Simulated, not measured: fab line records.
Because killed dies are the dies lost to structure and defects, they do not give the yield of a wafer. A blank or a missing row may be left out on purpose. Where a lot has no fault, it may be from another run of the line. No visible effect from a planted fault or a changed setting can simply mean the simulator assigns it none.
Matching of chambers ; flow sky130 ; 4 sister chambers for SKY_CONTACT_ETCH_16 on rie diel-02
The step etches BARC in N2/H2, stops on SiO2, time 45.9 s, target depth 60 nm. 16 wafers are shown with their chamber, then 8 later ones without.

## WAFERS, EACH WITH ITS CHAMBER
wafer;chamber;drypump motor current A (A);oes product au (a.u.);throttle valve pct (%)
L074.1;1;5.9;0.854;13.217
L074.2;2;5.7;0.854;13.229
L074.3;3;5.7;0.859;13.242
L074.4;0;5.9;0.854;13.224
L074.5;0;5.9;0.857;13.231
L074.6;3;5.7;0.849;13.220
L076.1;2;5.7;0.859;13.228
L076.5;2;5.7;0.850;13.221
L076.6;3;5.8;0.854;13.231
L078.2;0;5.9;0.862;13.223
L078.4;1;6.0;0.852;13.232
L078.5;1;6.0;0.852;13.220
L081.1;1;6.0;0.854;13.233
L081.3;3;5.7;0.860;13.228
L081.6;3;5.7;0.853;13.233
L082.2;1;6.0;0.851;13.236

SIGNATURES (averages over the wafers above)
reading;chamber 0;chamber 1;chamber 2;chamber 3;scatter within a chamber
drypump motor current A;5.900;5.980;5.700;5.720;0.0365
oes product au;0.85767;0.85260;0.85433;0.85500;0.00368
throttle valve pct;13.22600;13.22760;13.22600;13.23080;0.00719
Rule: distance of a wafer from a chamber = root of the sum over the readings of ((wafer's reading minus chamber's mean) / reading's scatter) squared. If the next closest chamber is less than 2 further off than the closest, the wafer can't be placed; otherwise it belongs to the closest. The scatter is the square root of a quotient: the sum, over the shown wafers, of each reading's squared deviation from its chamber's mean, divided by wafers minus chambers.

## WAFERS WITHOUT THEIR CHAMBER
wafer;drypump motor current A (A);oes product au (a.u.);throttle valve pct (%)
L082.4;5.7;0.857;13.219
L082.5;5.9;0.855;13.221
L083.1;5.9;0.846;13.222
L083.2;6.0;0.855;13.216
L083.5;5.9;0.862;13.237
L092.3;5.9;0.852;13.233
L092.4;6.0;0.847;13.225
L092.6;5.9;0.854;13.217

## THE CHAMBER EACH PASSED THROUGH
wafer;from the rows above;in truth
L082.4;can't be placed: 2 or 3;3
L082.5;can't be placed: 0 or 1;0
L083.1;can't be placed: 1 or 0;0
L083.2;can't be placed: 1 or 0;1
L083.5;can't be placed: 0 or 1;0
L092.3;can't be placed: 0 or 1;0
L092.4;1;1
L092.6;can't be placed: 0 or 1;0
Placed correctly: 1 of 8. These rows do not allow placing 7 (true chamber among the candidates in 7). Wrongly placed: 0.
